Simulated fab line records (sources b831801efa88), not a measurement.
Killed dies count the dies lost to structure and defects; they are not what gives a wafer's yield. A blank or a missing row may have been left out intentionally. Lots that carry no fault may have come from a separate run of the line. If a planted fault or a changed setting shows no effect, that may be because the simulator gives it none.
fab line records	flow gf180mcu
record: lots: 6	wafers: 18	lastDay: 33
route steps=602 shown LVPWELL@63 MVSD@66 MVPSD@78 VT_IMPLANT@90
lots with no fault: from the same line, run without faults
startH: hours from the record's first day to the start of the lot's first wafer shown	waitH: hours from the lot's prior step to this one	" identical to the entry in the row above	L1.1+2: several wafers, shown together as one row	- value missing, or start not given	* or withheld: withheld	< > ~ a bound
route shown NAME@n: names a module that has steps shown in the file, with the first one's number in the route	usual: average and standard deviation across the fault-free wafers	same: alike in all rows	chamber/n: place in a boat	sites: readings site by site	_std_site: the standard deviation of these	_edge_site: the outer-site mean with the inner-site mean subtracted	radiusMm: how far each site lies from the wafer's centre	mask NAME#n: copy n	behind: the most recent tool/chamber to have shaped the wafer	hold: what put the lot on hold/how long, in hours/how the hold closed	device: whichever transistor did not switch (one of n, p or np)	end of line: tests run on the same wafers once the route is complete	a step without rows: its recipe alone	killed: dies that structure and defects cost at the first sort, which is not the same as the wafer's yield	map: a wafer's dies, marking killed ones x, the rest . and places with no die _
set.NAME: the setting as run; set.NAME@STEP: as run at that earlier step	model.NAME: the simulator's own value behind a step, which no gauge read
certain route steps with their lots: each step a table, each wafer a row
services: from which hour (startH, from the record's first day; less than 0 if before it) a tool's chamber was out of use, for how many hours, and why
== steps ==
step: GF_LVPWELL_IMPLANT_09
recipe: species: B	energyKev: 60	doseCm2: 5e+12	tiltDeg: 0
step: GF_LVPWELL_STRIP_10
recipe: chemistry: O2/N2	powerW: 1400	pressureMtorr: 1500	platenTempC: 250	o2FlowSccm: 3000	n2FlowSccm: 300	overashFraction: 0.5
usual: drypumpMotorCurrentA: 5.6/0.47	heaterPowerW: 320/32	oesProductAu: 0.722/0.0047	stripTimeToEndpointS: 37.02/0.098
lot.wafer	tool	chamber	startH	waitH	drypumpMotorCurrentA	heaterPowerW	oesProductAu	rfHoursCounterH	stripTimeToEndpointS
L756.3	plasmaAsher-02	1	92.49	0.1	5.6	364	0.724	-	37.02
L756.4	"	0	"	"	6.1	343	0.722	-	37.12
L756.6	"	0	"	"	6.1	344	0.723	-	37.23
L762.1	plasmaAsher-01	0	124.40	0.1	6.1	281	0.718	46	36.97
L762.3	"	0	"	"	6.1	281	0.726	-	36.91
L762.6	"	1	"	"	6.2	265	0.717	-	36.96
L764.1	plasmaAsher-03	0	136.74	0.1	4.9	354	0.726	47	37.15
L764.3	"	1	"	"	5.4	316	0.725	-	37.13
L764.6	"	0	"	"	4.9	340	0.715	-	37.17
L765.2	plasmaAsher-03	1	142.25	0.1	5.4	308	0.712	47	36.84
L765.5	"	0	"	"	4.9	339	0.721	-	37.07
L765.6	"	1	"	"	5.4	328	0.721	-	37.07
L766.1	plasmaAsher-03	0	148.34	0.1	4.9	341	0.730	48	37.10
L766.4	"	0	"	"	4.9	344	0.719	-	36.98
L766.5	"	1	"	"	5.4	326	0.719	-	36.99
L768.1	plasmaAsher-01	1	159.94	0.1	6.2	264	0.737	50	37.00
L768.3	"	0	"	"	6.1	277	0.722	-	37.03
L768.4	"	1	"	"	6.1	266	0.726	-	37.01
step: GF_LVPWELL_TW_MEAS_11
usual: LVPWELL_TW: 558/3.7
lot.wafer	tool	chamber	startH	waitH	LVPWELL_TW
L756.3	filmMetro-04	-	92.58	0.1	559
L756.4	"	-	"	"	559
L756.6	"	-	"	"	560
L762.1	filmMetro-02	-	124.50	0.1	559
L762.3	"	-	"	"	559
L762.6	"	-	"	"	558
L764.1	filmMetro-02	-	136.84	0.1	558
L764.3	"	-	"	"	560
L764.6	"	-	"	"	559
L765.2	filmMetro-02	-	142.36	0.1	561
L765.5	"	-	"	"	560
L765.6	"	-	"	"	562
L766.1	filmMetro-04	-	148.44	0.1	564
L766.4	"	-	"	"	562
L766.5	"	-	"	"	560
L768.1	filmMetro-03	-	160.04	0.1	555
L768.3	"	-	"	"	553
L768.4	"	-	"	"	553
step: GF_MVSD_DEHYDRATE_00
recipe: tempC: 200	timeS: 60
step: GF_MVSD_HMDS_01
recipe: primeTimeS: 60	primeTempC: 120
step: GF_MVSD_COAT_02
recipe: spinRpm: 2000	resistThkNm: 3000
step: GF_MVSD_SOFTBAKE_03
recipe: tempC: 110	timeS: withheld
step: GF_MVSD_EXPOSE_04
recipe: maskId: MVSD	targetCdNm: 1000	na: 0.6	sourceShape: conventional	sigmaOuter: 0.6	doseMj: 260
step: GF_MVSD_PEB_05
recipe: tempC: 115	timeS: withheld
step: GF_MVSD_DEVELOP_06
recipe: wallAngleDeg: 90	developTimeS: 60	devTempC: 23
step: GF_MVSD_OVL_MEAS_07
usual: MVSD_OVL: -0.9/1.4
lot.wafer	tool	chamber	startH	waitH	MVSD_OVL[nm]
L756.3	overlay-02	-	106.23	-	-2.3
L756.4	"	-	"	"	-0.9
L756.6	"	-	"	"	-2.0
L762.1	overlay-02	-	138.87	-	-2.3
L762.3	"	-	"	"	-0.4
L762.6	"	-	"	"	-1.3
L764.1	overlay-01	-	152.26	-	0.8
L764.3	"	-	"	"	0.7
L764.6	"	-	"	"	-0.1
L765.2	overlay-01	-	157.96	-	-2.0
L765.5	"	-	"	"	-1.1
L765.6	"	-	"	"	0.3
L766.1	overlay-02	-	163.82	-	-0.3
L766.4	"	-	"	"	-1.6
L766.5	"	-	"	"	-1.8
L768.1	overlay-02	-	175.37	-	-2.3
L768.3	"	-	"	"	-1.6
L768.4	"	-	"	"	-1.2
step: GF_MVSD_IMPLANT_08
recipe: species: P	energyKev: 400	doseCm2: 1.6e+13	tiltDeg: 0
step: GF_MVSD_IMPLANT_09
recipe: species: P	energyKev: 100	doseCm2: 5e+12	tiltDeg: 0
usual: beamEnergyKeV: 100.00/0.032	beamOnS: 10.03/0.21
lot.wafer	tool	chamber	startH	waitH	beamEnergyKeV	beamOnS
L756.3	implanter-02	0	106.45	0.1	100.01	10.32
L756.4	"	0	"	"	100.04	10.21
L756.6	"	0	"	"	100.02	10.15
L762.1	implanter-02	0	139.05	0.1	100.02	9.91
L762.3	"	0	"	"	100.01	10.09
L762.6	"	0	"	"	100.01	9.77
L764.1	implanter-02	-	152.44	0.1	-	-
L764.3	"	-	"	"	-	-
L764.6	"	-	"	"	-	-
L765.2	implanter-01	-	158.17	0.1	-	-
L765.5	"	-	"	"	-	-
L765.6	"	-	"	"	-	-
L766.1	implanter-04	0	164.00	0.1	100.02	10.07
L766.4	"	0	"	"	99.97	9.92
L766.5	"	0	"	"	99.99	10.24
L768.1	implanter-01	0	175.55	0.1	99.99	9.72
L768.3	"	0	"	"	100.02	10.17
L768.4	"	0	"	"	100.00	9.91
step: GF_MVSD_STRIP_10
recipe: chemistry: O2/N2	powerW: 1400	pressureMtorr: 1500	platenTempC: 250	o2FlowSccm: 3000	n2FlowSccm: 300	overashFraction: 0.5
usual: drypumpMotorCurrentA: 5.9/0.33	heaterPowerW: 310/40	oesProductAu: 0.723/0.0045	stripTimeToEndpointS: 36.95/0.094
lot.wafer	tool	chamber	startH	waitH	drypumpMotorCurrentA	heaterPowerW	oesProductAu	rfHoursCounterH	stripTimeToEndpointS
L756.3	plasmaAsher-01	1	106.59	0.1	6.2	269	0.722	-	36.99
L756.4	"	0	"	"	6.0	281	0.723	-	36.98
L756.6	"	0	"	"	6.1	286	0.718	-	36.95
L762.1	plasmaAsher-02	0	139.20	0.1	6.1	350	0.730	2	36.82
L762.3	"	0	"	"	6.1	347	0.726	-	36.95
L762.6	"	1	"	"	5.6	340	0.721	-	36.90
L764.1	plasmaAsher-01	0	152.59	0.1	6.0	290	0.724	49	36.90
L764.3	"	0	"	"	6.1	278	0.718	-	36.98
L764.6	"	1	"	"	6.2	267	0.717	-	36.96
L765.2	plasmaAsher-02	1	158.29	0.1	5.6	347	0.722	4	37.05
L765.5	"	0	"	"	6.1	356	0.727	-	36.99
L765.6	"	1	"	"	5.6	340	0.721	-	36.96
L766.1	plasmaAsher-04	0	164.15	0.1	5.2	366	0.713	38	36.93
L766.4	"	0	"	"	5.2	382	0.723	-	37.05
L766.5	"	0	"	"	5.2	367	0.721	-	36.98
L768.1	plasmaAsher-04	0	175.70	0.1	5.2	381	0.722	39	36.94
L768.3	"	1	"	"	5.8	291	0.721	-	36.94
L768.4	"	0	"	"	5.2	370	0.721	-	36.93
step: GF_MVSD_TW_MEAS_11
usual: MVSD_TW: 1573/10
lot.wafer	tool	chamber	startH	waitH	MVSD_TW
L756.3	filmMetro-02	-	106.67	0.1	1572
L756.4	"	-	"	"	1571
L756.6	"	-	"	"	1569
L762.1	filmMetro-04	-	139.30	0.1	1573
L762.3	"	-	"	"	1585
L762.6	"	-	"	"	1583
L764.1	filmMetro-03	-	152.69	0.1	1492
L764.3	"	-	"	"	1494
L764.6	"	-	"	"	1485
L765.2	filmMetro-02	-	158.40	0.1	1509
L765.5	"	-	"	"	1511
L765.6	"	-	"	"	1501
L766.1	filmMetro-03	-	164.25	0.1	1558
L766.4	"	-	"	"	1561
L766.5	"	-	"	"	1559
L768.1	filmMetro-02	-	175.80	0.1	1568
L768.3	"	-	"	"	1569
L768.4	"	-	"	"	1564
step: GF_MVPSD_DEHYDRATE_00
recipe: tempC: 200	timeS: 60
step: GF_MVPSD_HMDS_01
recipe: primeTimeS: 60	primeTempC: 120
step: GF_MVPSD_COAT_02
recipe: spinRpm: 2000	resistThkNm: 3000
step: GF_MVPSD_SOFTBAKE_03
recipe: tempC: 110	timeS: withheld
step: GF_MVPSD_EXPOSE_04
recipe: maskId: MVPSD	targetCdNm: 1000	na: 0.6	sourceShape: conventional	sigmaOuter: 0.6	doseMj: 260
step: GF_MVPSD_PEB_05
recipe: tempC: 115	timeS: withheld
step: GF_MVPSD_DEVELOP_06
recipe: wallAngleDeg: 90	developTimeS: 60	devTempC: 23
step: GF_MVPSD_OVL_MEAS_07
usual: MVPSD_OVL: -0.2/1.3
lot.wafer	tool	chamber	startH	waitH	MVPSD_OVL[nm]
L756.3	overlay-01	-	121.18	-	-2.3
L756.4	"	-	"	"	-1.2
L756.6	"	-	"	"	-1.6
L762.1	overlay-02	-	154.17	-	0.3
L762.3	"	-	"	"	-1.6
L762.6	"	-	"	"	0.1
L764.1	overlay-02	-	168.72	-	-1.2
L764.3	"	-	"	"	0.0
L764.6	"	-	"	"	0.0
L765.2	overlay-02	-	174.27	-	1.1
L765.5	"	-	"	"	-2.0
L765.6	"	-	"	"	0.1
L766.1	overlay-02	-	180.47	-	-1.4
L766.4	"	-	"	"	1.9
L766.5	"	-	"	"	0.3
L768.1	overlay-01	-	192.17	-	0.1
L768.3	"	-	"	"	0.3
L768.4	"	-	"	"	-0.3
step: GF_MVPSD_IMPLANT_08
recipe: species: B	energyKev: 170	doseCm2: 1.5e+13	tiltDeg: 0
step: GF_MVPSD_IMPLANT_09
recipe: species: B	energyKev: 40	doseCm2: 5e+12	tiltDeg: 0
step: GF_MVPSD_STRIP_10
recipe: chemistry: O2/N2	powerW: 1400	pressureMtorr: 1500	platenTempC: 250	o2FlowSccm: 3000	n2FlowSccm: 300	overashFraction: 0.5
usual: drypumpMotorCurrentA: 5.6/0.46	heaterPowerW: 310/36	oesProductAu: 0.723/0.0046	stripTimeToEndpointS: 36.93/0.1
lot.wafer	tool	chamber	startH	waitH	drypumpMotorCurrentA	heaterPowerW	oesProductAu	rfHoursCounterH	stripTimeToEndpointS
L756.3	plasmaAsher-04	1	121.54	0.1	5.8	291	0.729	-	36.98
L756.4	"	0	"	"	5.2	372	0.728	-	37.01
L756.6	"	0	"	"	5.2	373	0.721	-	36.84
L762.1	plasmaAsher-03	0	154.50	0.1	4.9	345	0.714	48	36.97
L762.3	"	1	"	"	5.4	321	0.723	-	36.91
L762.6	"	1	"	"	5.4	323	0.724	-	37.07
L764.1	plasmaAsher-03	1	169.05	0.1	5.4	313	0.719	50	37.07
L764.3	"	1	"	"	5.4	306	0.725	-	37.09
L764.6	"	1	"	"	5.4	324	0.729	-	37.01
L765.2	plasmaAsher-03	0	174.60	0.1	4.9	344	0.718	51	36.92
L765.5	"	0	"	"	4.9	343	0.732	-	37.00
L765.6	"	1	"	"	5.4	324	0.719	-	37.06
L766.1	plasmaAsher-01	1	180.80	0.1	6.2	262	0.724	52	36.76
L766.4	"	0	"	"	6.0	282	0.726	-	36.71
L766.5	"	0	"	"	6.1	285	0.720	-	36.83
L768.1	plasmaAsher-04	0	192.50	0.1	5.2	365	0.726	41	37.00
L768.3	"	1	"	"	5.8	288	0.722	-	37.02
L768.4	"	0	"	"	5.2	363	0.728	-	36.98
step: GF_MVPSD_TW_MEAS_11
usual: MVPSD_TW: 552.8/2.9
lot.wafer	tool	chamber	startH	waitH	MVPSD_TW
L756.3	filmMetro-03	-	121.62	0.1	552.9
L756.4	"	-	"	"	550.7
L756.6	"	-	"	"	549.8
L762.1	filmMetro-03	-	154.60	0.1	544.8
L762.3	"	-	"	"	546.4
L762.6	"	-	"	"	548.4
L764.1	filmMetro-04	-	169.15	0.1	554.5
L764.3	"	-	"	"	553.7
L764.6	"	-	"	"	558.2
L765.2	filmMetro-03	-	174.71	0.1	547.5
L765.5	"	-	"	"	547.6
L765.6	"	-	"	"	546.2
L766.1	filmMetro-04	-	180.90	0.1	556.7
L766.4	"	-	"	"	552.9
L766.5	"	-	"	"	551.8
L768.1	filmMetro-03	-	192.60	0.1	550.7
L768.3	"	-	"	"	555.2
L768.4	"	-	"	"	552.6
step: GF_VT_IMPLANT_DEHYDRATE_00
recipe: tempC: 200	timeS: 60
step: GF_VT_IMPLANT_HMDS_01
recipe: primeTimeS: 60	primeTempC: 120
step: GF_VT_IMPLANT_COAT_02
recipe: resist: NOVOLAK	spinRpm: 3000	resistThkNm: 1000
step: GF_VT_IMPLANT_SOFTBAKE_03
recipe: tempC: 90	timeS: 60	resist: NOVOLAK
step: GF_VT_IMPLANT_EXPOSE_04
recipe: maskId: LVPWELL_LV_AREA	targetCdNm: 600	na: 0.6	sourceShape: conventional	sigmaOuter: 0.6	doseMj: 140
step: GF_VT_IMPLANT_PEB_05
recipe: tempC: withheld	timeS: *	resist: NOVOLAK
step: GF_VT_IMPLANT_DEVELOP_06
recipe: developTimeS: 60	devTempC: 23
step: GF_VT_IMPLANT_OVL_MEAS_07
usual: VT_IMPLANT_OVL: 0.0/1.2
lot.wafer	tool	chamber	startH	waitH	VT_IMPLANT_OVL[nm]
L756.3	overlay-02	-	136.53	0.1	0.2
L756.4	"	-	"	"	1.2
L756.6	"	-	"	"	0.6
L762.1	overlay-01	-	170.70	0.1	1.0
L762.3	"	-	"	"	-0.2
L762.6	"	-	"	"	0.0
L764.1	overlay-01	-	184.67	0.1	0.1
L764.3	"	-	"	"	-1.6
L764.6	"	-	"	"	1.6
L765.2	overlay-01	-	191.31	0.1	-0.4
L765.5	"	-	"	"	0.0
L765.6	"	-	"	"	0.8
L766.1	overlay-02	-	198.25	0.1	-1.9
L766.4	"	-	"	"	0.1
L766.5	"	-	"	"	-0.7
L768.1	overlay-01	-	209.21	0.1	1.0
L768.3	"	-	"	"	-1.2
L768.4	"	-	"	"	-0.3
step: GF_VT_IMPLANT_IMPLANT_08
recipe: species: BF2	energyKev: 20	doseCm2: 8.29e+12	tiltDeg: 7
step: GF_VT_IMPLANT_STRIP_09
recipe: chemistry: O2/N2	powerW: 1400	pressureMtorr: 1500	platenTempC: 250	o2FlowSccm: 3000	n2FlowSccm: 300	overashFraction: 0.5
usual: drypumpMotorCurrentA: 5.6/0.37	heaterPowerW: 338/29	oesProductAu: 0.715/0.0047	stripTimeToEndpointS: 12.62/0.043
lot.wafer	tool	chamber	startH	waitH	drypumpMotorCurrentA	heaterPowerW	oesProductAu	rfHoursCounterH	stripTimeToEndpointS
L756.3	plasmaAsher-04	0	136.74	0.1	5.2	379	0.721	-	12.57
L756.4	"	1	"	"	5.8	295	0.721	-	12.64
L756.6	"	1	"	"	5.8	291	0.714	-	12.56
L762.1	plasmaAsher-02	0	170.89	0.1	6.1	351	0.710	5	12.55
L762.3	"	1	"	"	5.6	344	0.721	-	12.61
L762.6	"	1	"	"	5.6	347	0.708	-	12.58
L764.1	plasmaAsher-03	1	184.85	0.1	5.4	318	0.710	52	12.65
L764.3	"	1	"	"	5.4	322	0.727	-	12.62
L764.6	"	0	"	"	4.9	346	0.714	-	12.64
L765.2	plasmaAsher-02	1	191.49	0.1	5.6	336	0.720	7	12.57
L765.5	"	0	"	"	6.1	352	0.720	-	12.62
L765.6	"	1	"	"	5.6	347	0.717	-	12.59
L766.1	plasmaAsher-02	1	198.44	0.1	5.6	351	0.716	8	12.57
L766.4	"	0	"	"	6.1	348	0.709	-	12.55
L766.5	"	1	"	"	5.6	343	0.708	-	12.59
L768.1	plasmaAsher-04	1	209.39	0.1	5.8	289	0.718	43	12.61
L768.3	"	0	"	"	5.2	381	0.718	-	12.59
L768.4	"	1	"	"	5.8	291	0.720	-	12.59
step: GF_VT_IMPLANT_TW_MEAS_10
usual: VT_IMPLANT_TW: 560.2/2.7
lot.wafer	tool	chamber	startH	waitH	VT_IMPLANT_TW
L756.3	filmMetro-01	-	136.82	0.1	562.2
L756.4	"	-	"	"	565.5
L756.6	"	-	"	"	563.1
L762.1	filmMetro-03	-	170.99	0.1	560.1
L762.3	"	-	"	"	558.4
L762.6	"	-	"	"	560.8
L764.1	filmMetro-03	-	184.95	0.1	560.7
L764.3	"	-	"	"	558.4
L764.6	"	-	"	"	560.1
L765.2	filmMetro-03	-	191.60	0.1	558.6
L765.5	"	-	"	"	562.4
L765.6	"	-	"	"	559.2
L766.1	filmMetro-02	-	198.54	0.1	558.4
L766.4	"	-	"	"	564.7
L766.5	"	-	"	"	561.5
L768.1	filmMetro-02	-	209.49	0.1	561.0
L768.3	"	-	"	"	561.3
L768.4	"	-	"	"	559.7
step: GF_VT_IMPLANT_DEHYDRATE_11
recipe: tempC: 200	timeS: 60
step: GF_VT_IMPLANT_HMDS_12
recipe: primeTimeS: 60	primeTempC: 120
step: GF_VT_IMPLANT_COAT_13
recipe: resist: NOVOLAK	spinRpm: 3000	resistThkNm: 1000
step: GF_VT_IMPLANT_SOFTBAKE_14
recipe: tempC: 90	timeS: 60	resist: NOVOLAK
step: GF_VT_IMPLANT_RS_MEAS_46
recipe: thkMeasGauge: four-point-probe
usual: MVSD_RS: 455.9/1.1
lot.wafer	tool	chamber	startH	waitH	MVSD_RS[ohm/sq]
L756.3	filmMetro-02	-	185.00	0.1	455.5
L756.4	"	-	"	"	456.4
L756.6	"	-	"	"	456.5
L762.1	filmMetro-03	-	223.46	0.1	456.3
L762.3	"	-	"	"	456.2
L762.6	"	-	"	"	456.8
L764.1	filmMetro-03	-	238.11	0.1	-
L764.3	"	-	"	"	-
L764.6	"	-	"	"	-
L765.2	filmMetro-04	-	244.87	0.1	-
L765.5	"	-	"	"	-
L765.6	"	-	"	"	-
L766.1	filmMetro-02	-	251.95	0.1	455.5
L766.4	"	-	"	"	455.2
L766.5	"	-	"	"	453.7
L768.1	filmMetro-04	-	264.00	0.1	456.6
L768.3	"	-	"	"	456.7
L768.4	"	-	"	"	456.6
== services ==
tool	chamber	startH	hours	kind
plasmaAsher-04	-	77.99	1.7	repair
plasmaAsher-03	-	97.82	5.0	repair
implanter-02	-	101.02	4.5	pm
plasmaAsher-02	-	108.75	9.0	pm
plasmaAsher-02	0	108.75	9.0	ventCycle
plasmaAsher-02	1	108.75	9.0	ventCycle
plasmaAsher-02	0	117.75	-	clean
plasmaAsher-02	1	117.75	-	clean
implanter-02	-	156.40	3.3	repair
implanter-01	-	159.61	5.5	pm
plasmaAsher-03	-	180.49	1.7	repair
implanter-02	-	194.91	2.0	repair
plasmaAsher-03	-	201.89	1.6	repair
== key ==
firstSign: step: GF_MVSD_IMPLANT_09	reading: toolRecord	direction: missing
effect: step: GF_MVSD_TW_MEAS_11	reading: MVSD_TW	direction: down	sigmas: 7.4	usual: 1573	struck: 1499
effect: step: GF_VT_IMPLANT_RS_MEAS_46	reading: MVSD_RS	direction: missing
metAt GF_MVSD_IMPLANT_09
struckWafers L764.1,L764.3,L764.6,L765.2,L765.5,L765.6
laterRowsLeftOut L764.1,L764.3,L764.6,L765.2,L765.5,L765.6
sortLeftOut L764.1,L764.3,L764.6,L765.2,L765.5,L765.6
testerLeftOut L764,L765
onsetBetween 139.05 152.44
fault: kind: skippedStepWhole	tool: implanter-01,implanter-02	chamber: -	onsetH: 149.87	steps: GF_MVSD_IMPLANT_09	scope: struckLotsOnly
testerLeftOut: of these lots the tester's yield and bins aren't shown, on N5 and GAA mostly nor the transistor test; their killed dies are dies lost to structure and defects alone, not to doping, threshold or leakage, so they don't give the yield
sortLeftOut: the simulated sort isn't trusted on such a fault, so these wafers' sort isn't shown, and their yield isn't known
laterRowsLeftOut: the simulator's readings of these wafers behind a module that went badly wrong aren't trusted and aren't shown, but for the sort
